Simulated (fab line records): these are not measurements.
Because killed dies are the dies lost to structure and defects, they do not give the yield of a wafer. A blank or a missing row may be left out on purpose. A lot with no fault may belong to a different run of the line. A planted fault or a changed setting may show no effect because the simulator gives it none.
fab line records    flow sky130
record: lots: 6  wafers: 18  lastDay: 48
route steps=708 shown METAL4@627 VIA4@639 PAD_OPEN@708
lots untouched by any fault: they come from a run of this same line in which no faults occurred
startH: start of the lot's first displayed wafer, in hours after the record's first day    waitH: hours elapsed since this lot's preceding step    " repeats the value in the row above    L1.1+2: a single row standing in for several wafers    - no value, or no start given    * or withheld: withheld    < > ~ a bound
route shown NAME@n: a module of which the file shows steps, and the number in the route of the first    usual: mean and standard deviation over wafers with no fault    same: alike in all rows    chamber/n: place in a boat    sites: each site's reading    _std_site: standard deviation of those values    _edge_site: the outer-site mean with the inner-site mean subtracted    radiusMm: how far each site lies from the wafer's centre    mask NAME#n: copy n    behind: the tool/chamber that last shaped the wafer    hold: the reason the lot was held/the length of the hold in hours/how it ended    device: transistor that didn't switch, given as n, p or np    end of line: the route-end tests of the same wafers    for a step that has no rows: nothing shown but its recipe    killed: the dies lost at the first sort to structure and to defects; this is not the yield of the wafer    map: a wafer's dies, x killed, . not, _ none there
set.NAME: the run value of the setting; set.NAME@STEP: its run value at that earlier step    model.NAME: the simulator's own value behind a step, which no gauge read
lots seen at some steps along the route; tables by step, rows by wafer
services: the hour from which a tool's chamber was out of use, counted from the record's first day as startH (under 0 if before that day), plus the number of hours and why
== steps ==
step: SKY_METAL4_PEB_11
recipe: pebTempC: withheld  pebTimeS: withheld  resist: KrF-thick
step: SKY_METAL4_DEVELOP_12
recipe: developTimeS: 60  resist: KrF-thick  devTempC: 21
step: SKY_METAL4_CD_MEAS_13
recipe: targetCdNm: 300
usual: cdNm: 299.9/1.4
lot.wafer  tool      chamber  startH   waitH  cdNm
L508.2     cdSem-02  -        987.55   -      298.9
L508.3     "         -        "        "      299.8
L508.4     "         -        "        "      298.1
L509.3     cdSem-02  -        992.37   -      302.0
L509.4     "         -        "        "      301.5
L509.6     "         -        "        "      301.0
L514.2     cdSem-02  -        1043.03  -      299.6
L514.4     "         -        "        "      299.4
L514.5     "         -        "        "      299.3
L513.3     cdSem-02  -        1046.57  -      298.8
L513.5     "         -        "        "      299.3
L513.6     "         -        "        "      297.8
L517.4     cdSem-01  -        1053.22  -      299.9
L517.5     "         -        "        "      299.6
L517.6     "         -        "        "      299.7
L519.2     cdSem-02  -        1069.86  -      299.7
L519.4     "         -        "        "      299.2
L519.6     "         -        "        "      298.3
step: SKY_METAL4_OVL_MEAS_14
usual: METAL4_OVL: 1/4.9
lot.wafer  tool        chamber  startH   waitH  METAL4_OVL[nm]
L508.2     overlay-01  -        987.65   0.1    -3
L508.3     "           -        "        "      -3
L508.4     "           -        "        "      -8
L509.3     overlay-02  -        992.46   0.1    -1
L509.4     "           -        "        "      0
L509.6     "           -        "        "      -5
L514.2     overlay-01  -        1043.14  0.1    -5
L514.4     "           -        "        "      -6
L514.5     "           -        "        "      0
L513.3     overlay-01  -        1046.66  0.1    1
L513.5     "           -        "        "      9
L513.6     "           -        "        "      1
L517.4     overlay-02  -        1053.30  0.1    0
L517.5     "           -        "        "      4
L517.6     "           -        "        "      -2
L519.2     overlay-01  -        1069.97  0.1    3
L519.4     "           -        "        "      10
L519.6     "           -        "        "      2
step: SKY_METAL4_DESCUM_15
recipe: chemistry: O2  sourcePowerW: 150  biasPowerW: 0  pressureMtorr: 10  tempC: 40  timeS: 8
usual: drypumpMotorCurrentA: 5.6/0.39  oesProductAu: 0.999/0.007
lot.wafer  tool         chamber  startH   waitH  drypumpMotorCurrentA  oesProductAu  rfHoursCounterH
L508.2     rieMetal-03  1        987.68   0.0    5.1                   0.999         16
L508.3     "            1        "        "      5.1                   1.000         -
L508.4     "            0        "        "      5.8                   1.014         -
L509.3     rieMetal-03  0        992.50   0.0    5.8                   1.012         -
L509.4     "            1        "        "      5.1                   1.005         -
L509.6     "            0        "        "      5.8                   1.004         -
L514.2     rieMetal-01  1        1043.17  0.0    5.1                   0.998         14
L514.4     "            0        "        "      5.9                   0.994         -
L514.5     "            1        "        "      5.1                   1.005         -
L513.3     rieMetal-03  1        1046.69  0.0    5.1                   1.001         -
L513.5     "            1        "        "      5.1                   0.989         -
L513.6     "            0        "        "      5.8                   1.006         -
L517.4     rieMetal-01  1        1053.33  0.0    5.1                   1.003         -
L517.5     "            1        "        "      5.1                   0.992         -
L517.6     "            0        "        "      5.9                   1.010         -
L519.2     rieMetal-01  0        1070.00  0.0    5.9                   0.989         17
L519.4     "            1        "        "      5.1                   1.000         -
L519.6     "            0        "        "      5.9                   0.993         -
step: SKY_METAL4_ETCH_16
recipe: chemistry: N2/H2  target: BARC  ionEnergyEv: 200  biasW: 100  pressureMtorr: 30  n2FlowSccm: 100  h2FlowSccm: 200  icpW: 500  stopOn: SiO2  timeS: 88.2  targetDepthA: 600
usual: drypumpMotorCurrentA: 5.6/0.39  oesProductAu: 0.626/0.0046  throttleValvePct: 13.206/0.0084
lot.wafer  tool         chamber  startH   waitH  drypumpMotorCurrentA  oesProductAu  rfHoursCounterH  throttleValvePct
L508.2     rieMetal-03  1        987.71   0.0    5.1                   0.624         16               13.197
L508.3     "            1        "        "      5.1                   0.623         -                13.204
L508.4     "            0        "        "      5.8                   0.628         -                13.217
L509.3     rieMetal-03  0        992.55   0.0    5.8                   0.623         -                13.214
L509.4     "            1        "        "      5.1                   0.637         -                13.200
L509.6     "            0        "        "      5.8                   0.622         -                13.202
L514.2     rieMetal-01  1        1043.20  0.0    5.1                   0.626         14               13.198
L514.4     "            0        "        "      6.0                   0.628         -                13.216
L514.5     "            1        "        "      5.1                   0.637         -                13.195
L513.3     rieMetal-03  1        1046.75  0.0    5.1                   0.626         -                13.203
L513.5     "            1        "        "      5.1                   0.625         -                13.203
L513.6     "            0        "        "      5.8                   0.626         -                13.217
L517.4     rieMetal-01  1        1053.38  0.0    5.1                   0.624         -                13.200
L517.5     "            1        "        "      5.1                   0.625         -                13.217
L517.6     "            0        "        "      5.9                   0.623         -                13.196
L519.2     rieMetal-01  0        1070.04  0.0    5.9                   0.628         17               13.205
L519.4     "            1        "        "      5.1                   0.617         -                13.208
L519.6     "            0        "        "      5.9                   0.625         -                13.204
step: SKY_METAL4_ETCH_17
recipe: target: SiO2  stopOn: TiN  chemistry: C4F8/O2/Ar  sourceW: 1500  biasW: 1200  pressureMtorr: 40  c4f8FlowSccm: withheld  O2_flow_sccm: 6  Ar_flow_sccm: 300  timeS: 3.9  targetDepthA: 150
usual: oesProductAu: 0.755/0.007
lot.wafer  tool        chamber  startH   waitH  oesProductAu
L508.2     rieDiel-02  1        987.81   0.1    0.753
L508.3     "           2        "        "      0.750
L508.4     "           0        "        "      0.754
L509.3     rieDiel-04  1        992.62   0.0    0.761
L509.4     "           0        "        "      0.760
L509.6     "           1        "        "      0.756
L514.2     rieDiel-03  1        1043.30  0.1    0.741
L514.4     "           0        "        "      0.759
L514.5     "           0        "        "      0.764
L513.3     rieDiel-04  3        1046.81  0.0    0.757
L513.5     "           3        "        "      0.758
L513.6     "           2        "        "      0.761
L517.4     rieDiel-03  2        1053.45  0.0    0.753
L517.5     "           0        "        "      0.768
L517.6     "           3        "        "      0.760
L519.2     rieDiel-02  0        1070.17  0.1    0.758
L519.4     "           3        "        "      0.765
L519.6     "           0        "        "      0.757
step: SKY_METAL4_METAL_ETCH_18
recipe: targetDepthA: 8450  stopOn: SiO2  overEtchFrac: 0.3  timeS: 183.1  chemistry: Cl2/BCl3  resistSidewallDeg: 88  pressureMtorr: 10  icpW: 900  biasW: 48.5  Cl2_flow_sccm: 60  bcl3FlowSccm: 30
usual: drypumpMotorCurrentA: 5.6/0.41  oesProductAu: 0.867/0.0052  throttleValvePct: 22.266/0.0088
lot.wafer  tool         chamber  startH   waitH  drypumpMotorCurrentA  oesProductAu  rfHoursCounterH  throttleValvePct
L508.2     rieMetal-01  0        987.83   0.0    5.9                   0.866         12               22.257
L508.3     "            0        "        "      6.0                   0.861         -                22.269
L508.4     "            1        "        "      5.1                   0.879         -                22.278
L509.3     rieMetal-01  1        992.69   0.1    5.1                   0.866         -                22.267
L509.4     "            0        "        "      5.9                   0.863         -                22.268
L509.6     "            0        "        "      5.9                   0.862         -                22.267
L514.2     rieMetal-02  1        1043.32  0.0    5.4                   0.860         18               22.258
L514.4     "            0        "        "      6.1                   0.868         -                22.265
L514.5     "            1        "        "      5.4                   0.873         -                22.257
L513.3     rieMetal-01  1        1046.89  0.1    5.1                   0.865         -                22.260
L513.5     "            1        "        "      5.1                   0.873         -                22.265
L513.6     "            0        "        "      5.9                   0.870         -                22.271
L517.4     rieMetal-02  0        1053.53  0.1    6.1                   0.867         -                22.261
L517.5     "            0        "        "      6.1                   0.872         -                22.259
L517.6     "            1        "        "      5.3                   0.872         -                22.250
L519.2     rieMetal-02  1        1070.19  0.0    5.4                   0.865         20               22.276
L519.4     "            0        "        "      6.2                   0.862         -                22.292
L519.6     "            1        "        "      5.3                   0.870         -                22.257
step: SKY_METAL4_STRIP_19
recipe: chemistry: O2/N2  powerW: 1400  pressureMtorr: 1500  platenTempC: withheld  o2FlowSccm: 3000  n2FlowSccm: 300  overashFraction: 0.5
step: SKY_METAL4_STRIP_20
recipe: chemistry: postEtchResidueRemover  timeS: 1200  tempC: 72.5
step: SKY_METAL4_CLEAN_21
recipe: chemistry: IPA  timeS: 180  tempC: 25
step: SKY_METAL4_CLEAN_22
recipe: chemistry: O3/DIW  dry: n2Spin
step: SKY_VIA4_HDPCVD_00
recipe: material: SiO2  targetThkNm: 1750  sigmaOpenFrac: 0.3  timeS: 291.7  tempC: 400  sih4FlowSccm: 60  pressureMtorr: 6
usual: sih4FlowSccm: 60.03/0.19
lot.wafer  tool       chamber  startH   waitH  sih4FlowSccm  model.SiO2_of_VIA4_HDPCVD_00.thkNm
L508.2     hdpcvd-01  2        988.60   0.0    60.12         1760
L508.3     "          0        "        "      59.66         1760
L508.4     "          0        "        "      59.94         1772
L509.3     hdpcvd-01  2        993.45   0.0    60.07         1760
L509.4     "          2        "        "      60.08         1755
L509.6     "          1        "        "      59.93         1769
L514.2     hdpcvd-01  2        1044.13  0.0    59.86         1725
L514.4     "          2        "        "      59.80         1760
L514.5     "          0        "        "      60.19         1747
L513.3     hdpcvd-02  2        1047.64  0.0    59.98         1751
L513.5     "          0        "        "      59.81         1736
L513.6     "          1        "        "      59.85         1764
L517.4     hdpcvd-01  2        1054.36  0.1    90.06         2597
L517.5     "          1        "        "      89.53         2642
L517.6     "          0        "        "      90.12         2627
L519.2     hdpcvd-01  2        1070.96  0.0    89.92         2601
L519.4     "          1        "        "      89.83         2635
L519.6     "          0        "        "      90.07         2633
step: SKY_VIA4_THK_MEAS_01
recipe: reads: SiO2_of_VIA4_HDPCVD_00
usual: VIA4_HDPCVD_THK: 1752/17
lot.wafer  tool          chamber  startH   waitH  VIA4_HDPCVD_THK[nm]
L508.2     filmMetro-03  -        988.79   0.1    1759
L508.3     "             -        "        "      1759
L508.4     "             -        "        "      1771
L509.3     filmMetro-01  -        993.65   0.1    1761
L509.4     "             -        "        "      1754
L509.6     "             -        "        "      1769
L514.2     filmMetro-01  -        1044.32  0.1    1725
L514.4     "             -        "        "      1762
L514.5     "             -        "        "      1748
L513.3     filmMetro-03  -        1047.84  0.1    1751
L513.5     "             -        "        "      1737
L513.6     "             -        "        "      1765
L517.4     filmMetro-03  -        1054.48  0.0    2598
L517.5     "             -        "        "      2643
L517.6     "             -        "        "      2628
L519.2     filmMetro-01  -        1071.15  0.1    2601
L519.4     "             -        "        "      2635
L519.6     "             -        "        "      2634
step: SKY_VIA4_CMP_02
recipe: material: SiO2  downForcePsi: 4  platenRpm: 60  padVelocityMS: 0.94248
usual: motorCurrentA: 11.7/1.6
lot.wafer  tool    chamber  startH   waitH  motorCurrentA
L508.4     cmp-02  2        988.84   0.0    13.0
L508.3     "       3        "        "      12.1
L508.2     "       1        "        "      12.0
L509.3     cmp-01  2        993.69   0.0    9.0
L509.4     "       1        "        "      10.4
L509.6     "       3        "        "      12.1
L514.2     cmp-01  0        1044.37  0.0    13.2
L514.4     "       3        "        "      12.9
L514.5     "       1        "        "      10.3
L513.3     cmp-02  0        1047.88  0.0    10.6
L513.6     "       0        "        "      10.3
L513.5     "       1        "        "      12.7
L517.4     cmp-02  1        1054.51  0.0    12.7
L517.5     "       1        "        "      13.1
L517.6     "       2        "        "      13.2
L519.2     cmp-01  0        1071.20  0.0    13.5
L519.4     "       3        "        "      12.8
L519.6     "       0        "        "      13.8
step: SKY_PAD_OPEN_PROBE_99
usual: defectLimitedYield: 82.2/1.8  killed_at_M0_to_M3: 44/6  killed_at_M4_up: 3.3/2.1  killedAtContacts: 25/5.5  killedAtFrontEnd: 15/4.3  killedAtOther: 0.2/0.41  killedDies: 88/9.1  killedOpen: 48/6.6  killedShort: 39/6.7  sort_bin_3_pad_short: 0.9/0.4  sort_bin_5_function: 10.4/1.5  sort_bin_6_memory: 6.5/1.1  sortNPass: 404/9.1  sortYieldPct: 82.2/1.8
same: grossDies: 492  killedAtBackSide: 0  sort_bin_4_leakage[%]: 0  sort_bin_8_speed[%]: 0
lot.wafer  tool       chamber  startH   waitH  defectLimitedYield[%]  killed_at_M0_to_M3  killed_at_M4_up  killedAtContacts  killedAtFrontEnd  killedAtOther  killedDies  killedOpen  killedShort  sort_bin_3_pad_short[%]  sort_bin_5_function[%]  sort_bin_6_memory[%]  sortNPass  sortYieldPct[%]
L513.3     prober-01  -        1135.98  0.2    86.4                   36                  0                21                10                0              67          35          32           0.8                      8.3                     4.5                   425        86.4
L513.5     prober-01  -        1136.08  0.2    81.9                   48                  4                19                18                0              89          45          43           0.6                      10.6                    6.9                   403        81.9
L513.6     prober-01  -        1136.13  0.2    83.3                   51                  3                20                8                 0              82          40          42           0.8                      9.3                     6.5                   410        83.3
L517.4     prober-01  -        1140.86  0.2    79.7                   52                  4                21                23                0              100         52          48           1.0                      9.8                     9.6                   392        79.7
L517.5     prober-01  -        1140.91  0.2    81.7                   48                  3                25                14                0              90          52          38           0.6                      10.0                    7.7                   402        81.7
L517.6     prober-01  -        1140.96  0.2    82.7                   46                  4                20                15                0              85          50          35           1.4                      8.5                     7.3                   407        82.7
L519.4     prober-01  -        1155.30  0.2    81.9                   48                  0                31                10                0              89          49          40           1.4                      10.2                    6.5                   403        81.9
killed by level:class
L513.3 VIA1:geometricParticle:open=13 CONTACT:geometricParticle:short=9 VIA3:geometricParticle:short=6 CONTACT:geometricParticle:open=5 METAL2:geometricParticle:short=5 FIELD_ISO:geometricParticle:open=4 LI_CONTACT:geometricParticle:open=4 FIELD_ISO:geometricParticle:short=3
L513.5 VIA1:geometricParticle:open=12 VIA1:geometricParticle:short=8 VIA3:geometricParticle:open=7 POLY_GATE:geometricParticle:short=6 CONTACT:geometricParticle:open=6 LI_CONTACT:geometricParticle:open=6 METAL1:geometricParticle:short=6 FIELD_ISO:geometricParticle:short=5
L513.6 METAL1:geometricParticle:short=12 VIA2:geometricParticle:open=9 CONTACT:geometricParticle:short=8 CONTACT:geometricParticle:open=7 VIA1:geometricParticle:open=7 FIELD_ISO:geometricParticle:open=4 VIA2:geometricParticle:short=4 VIA3:geometricParticle:open=4
L517.4 VIA2:geometricParticle:open=12 FIELD_ISO:geometricParticle:short=9 CONTACT:geometricParticle:open=9 VIA2:geometricParticle:short=8 VIA3:geometricParticle:open=8 METAL1:geometricParticle:short=7 VIA1:geometricParticle:open=6 LI_CONTACT:geometricParticle:open=5
L517.5 CONTACT:geometricParticle:open=15 VIA3:geometricParticle:open=10 VIA1:geometricParticle:open=9 VIA2:geometricParticle:open=9 VIA1:geometricParticle:short=6 FIELD_ISO:geometricParticle:short=5 LI_CONTACT:geometricParticle:open=5 POLY_GATE:geometricParticle:short=4
L517.6 VIA1:geometricParticle:open=14 LI_CONTACT:geometricParticle:open=8 CONTACT:geometricParticle:open=8 METAL1:geometricParticle:short=8 VIA3:geometricParticle:open=6 POLY_GATE:geometricParticle:short=5 METAL3:geometricParticle:short=5 FIELD_ISO:geometricParticle:short=4
L519.4 CONTACT:geometricParticle:open=11 VIA1:geometricParticle:open=9 VIA3:geometricParticle:open=9 VIA2:geometricParticle:open=8 LOCAL_INTERCONNECT:geometricParticle:short=6 METAL1:geometricParticle:short=6 LI_CONTACT:geometricParticle:open=5 LI_CONTACT:geometricParticle:short=4
== services ==
tool         chamber  startH   hours  kind
hdpcvd-02    0        965.25   -      clean
hdpcvd-02    1        965.25   -      clean
hdpcvd-02    2        965.25   -      clean
rieMetal-03  -        971.97   0.5    repair
rieMetal-02  -        973.21   2.7    repair
cmp-02       -        973.63   6.0    pm
cmp-01       -        973.83   0.5    repair
rieDiel-03   1        989.94   2.1    repair
rieDiel-04   -        993.40   0.4    repair
hdpcvd-02    2        999.70   4.1    repair
cmp-02       -        1000.58  3.7    repair
cmp-01       -        1007.47  3.8    repair
rieMetal-02  -        1009.11  2.1    repair
rieDiel-02   1        1041.46  6.1    repair
rieDiel-03   1        1044.98  3.5    repair
rieDiel-03   0        1045.85  3.9    repair
hdpcvd-01    -        1048.69  1.6    repair
rieDiel-02   3        1049.37  3.6    repair
== key ==
firstSign: step: SKY_VIA4_HDPCVD_00  reading: sih4FlowSccm  direction: up  sigmas: 99+  usual: 60.03  struck: 89.92
effect: step: SKY_VIA4_THK_MEAS_01  reading: VIA4_HDPCVD_THK  direction: up  sigmas: 51  usual: 1752  struck: 2623
modelEffect: step: SKY_VIA4_HDPCVD_00  value: SiO2_of_VIA4_HDPCVD_00.thkNm  without: 1748  struck: 2623
metAt SKY_VIA4_HDPCVD_00
struckWafers L517.4,L517.5,L517.6,L519.2,L519.4,L519.6
onsetBetween 1044.13 1054.36
fault: kind: processParameterDrift  tool: hdpcvd-01  chamber: -  onsetH: 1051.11  steps: SKY_VIA4_HDPCVD_00  channel: sih4FlowSccm  offset: 30  shape: step  endH: 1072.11  actsIn: theseRecipesOnly  stated: 60
